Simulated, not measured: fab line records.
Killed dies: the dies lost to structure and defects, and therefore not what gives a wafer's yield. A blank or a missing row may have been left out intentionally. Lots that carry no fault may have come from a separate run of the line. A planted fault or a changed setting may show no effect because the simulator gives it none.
Comparing a struck lot with a sound one | flow sky130 | 17 steps out of a route of 708
Sound: these wafers, L996.1, L996.2, L996.4. Wafers struck: L107.1, L107.2, L107.6. The cause comes at the end.
Each step with rows lists, per side, the tool, then ch with its chambers, then its first start. Under that, the readings that differ: sound wafers | struck wafers | difference of the means | sigmas: that difference in standard deviations of wafers without a fault.
alike: readings with means less than 2 such deviations apart, plus words and numbers identical on both sides. not compared: withheld readings, readings lacking a value on some wafer, bounds such as >300 that could conceal the same value, and numbers that have no deviation in the record and whose values overlap.
Wherever a step has rows on one side only, a row that says differs or no value, or a row with sigmas, the two part there. Numbers that don't overlap but have no deviation are shown without sigmas and don't part them. A reading that every wafer of one side lacks parts them only if that side has two wafers or more.

first, 1 step without rows for these wafers: SKY_VT_ADJUST_NCORE_IMPLANT_09.
SKY_VT_ADJUST_NCORE_STRIP_10: strips in O2/N2.
  sound on plasma-asher-01 ch 0,1, day 11 11:14; struck on plasma-asher-01 ch 0,1, day 14 17:16
  reading                      | sound             | struck            | difference | sigmas
  strip-time-to-endpoint-s (s) | 14.23 14.23 14.23 | 14.14 14.12 14.11 | -0.11      | -3
  alike: drypump-motor-current-A, oes-product-au
  not compared: rf-hours-counter-h
SKY_VT_ADJUST_NCORE_TW_MEAS_11:
  sound on film-metro-03 at day 11 11:20; struck on film-metro-03 at day 14 17:22
  alike: VT_ADJUST_NCORE_TW
then, 7 steps without rows for these wafers: SKY_VT_ADJUST_HVTR_DEHYDRATE_00 (time 60 s); SKY_VT_ADJUST_HVTR_HMDS_01 (prime time 60 s); SKY_VT_ADJUST_HVTR_COAT_02 (resist thk 1140 nm); SKY_VT_ADJUST_HVTR_SOFTBAKE_03 (time 60 s); SKY_VT_ADJUST_HVTR_EXPOSE_04 (exposes mask HVTRM, target cd 380 nm); SKY_VT_ADJUST_HVTR_PEB_05; SKY_VT_ADJUST_HVTR_DEVELOP_06 (develop time 62.5 s).
SKY_VT_ADJUST_HVTR_CD_MEAS_07: the cd target is 380 nm.
  sound on cd-sem-01 at day 12 11:03; struck on cd-sem-02 at day 15 19:53
  alike: cd-nm
SKY_VT_ADJUST_HVTR_OVL_MEAS_08:
  sound on overlay-02 at day 12 11:10; struck on overlay-01 at day 15 20:00
  alike: VT_ADJUST_HVTR_OVL
SKY_VT_ADJUST_HVTR_IMPLANT_09:
  sound on implanter-03 ch 0, day 12 11:12; struck on implanter-04 ch 0, day 15 20:02
  reading            | sound                            | struck                           | difference  | sigmas
  dose-ions-cm2      | 2.0987e+12 2.1013e+12 2.0969e+12 | 1.6604e+12 1.6552e+12 1.6603e+12 | -4.4033e+11 | -99 or more
  faraday-current-uA | 11.61 11.61 11.56                | 9.33 9.23 9.50                   | -2.24       | -10
  alike: end-station-pressure-torr
SKY_VT_ADJUST_HVTR_STRIP_10: strips in O2/N2.
  sound on plasma-asher-02 ch 0,1, day 12 11:21; struck on plasma-asher-02 ch 0,1, day 15 20:11
  alike: drypump-motor-current-A, oes-product-au, strip-time-to-endpoint-s
  not compared: rf-hours-counter-h
SKY_VT_ADJUST_HVTR_TW_MEAS_11:
  sound on film-metro-02 at day 12 11:27; struck on film-metro-01 at day 15 20:17
  reading           | sound             | struck            | difference | sigmas
  VT_ADJUST_HVTR_TW | 210.7 210.7 211.1 | 198.8 197.9 199.3 | -12.2      | -11
then, 1 step without rows for these wafers: SKY_VT_ADJUST_PCH_DEHYDRATE_00 (time 60 s).
-- record jumps: 35 days separate the struck wafers' starts on either side; left off in module VT_ADJUST_PCH, taken up again in module PAD_OPEN, whose first shown step is the route's number 708 --
SKY_PAD_OPEN_PROBE_99:
  sound on prober-02 at day 48 05:16; struck on prober-01 at day 50 14:54
  reading                                  | sound                   | struck                  | difference | sigmas
  model.etest.pfet_01v8_mvt.drive-ua-um    | 151.2 154.7 151.8       | 150.6 147.6 148.8       | -3.6       |
  model.etest.pfet_01v8_mvt.off-log10-a-um | -10.3 -10.23 -10.39     | -11.05 -11.23 -11.04    | -0.80      |
  model.etest.pfet_01v8_mvt.vt-sat-v (V)   | -0.5542 -0.5388 -0.5452 | -0.6077 -0.6113 -0.6044 | -0.0617    |
  model.etest.pfet_01v8_mvt.vt-v (V)       | -0.6409 -0.6328 -0.6345 | -0.6855 -0.688 -0.6829  | -0.0494    |
  model.etest.pfet_01v8_mvt.vt-long-v (V)  | -0.8494 -0.8441 -0.8474 | -0.8846 -0.8878 -0.8837 | -0.0384    |
  alike: killed_at_M0_to_M3, killed_at_M4_up, killed-at-contacts, killed-at-front-end, killed-at-other, killed-dies, killed-on-rim, killed-open, killed-short

## WHERE THEY PART
Earliest at SKY_VT_ADJUST_NCORE_STRIP_10; latest, in this record, at SKY_VT_ADJUST_HVTR_TW_MEAS_11. Later steps at which nothing parts them and some readings are alike: SKY_PAD_OPEN_PROBE_99.

WHY: the cause the simulator had injected
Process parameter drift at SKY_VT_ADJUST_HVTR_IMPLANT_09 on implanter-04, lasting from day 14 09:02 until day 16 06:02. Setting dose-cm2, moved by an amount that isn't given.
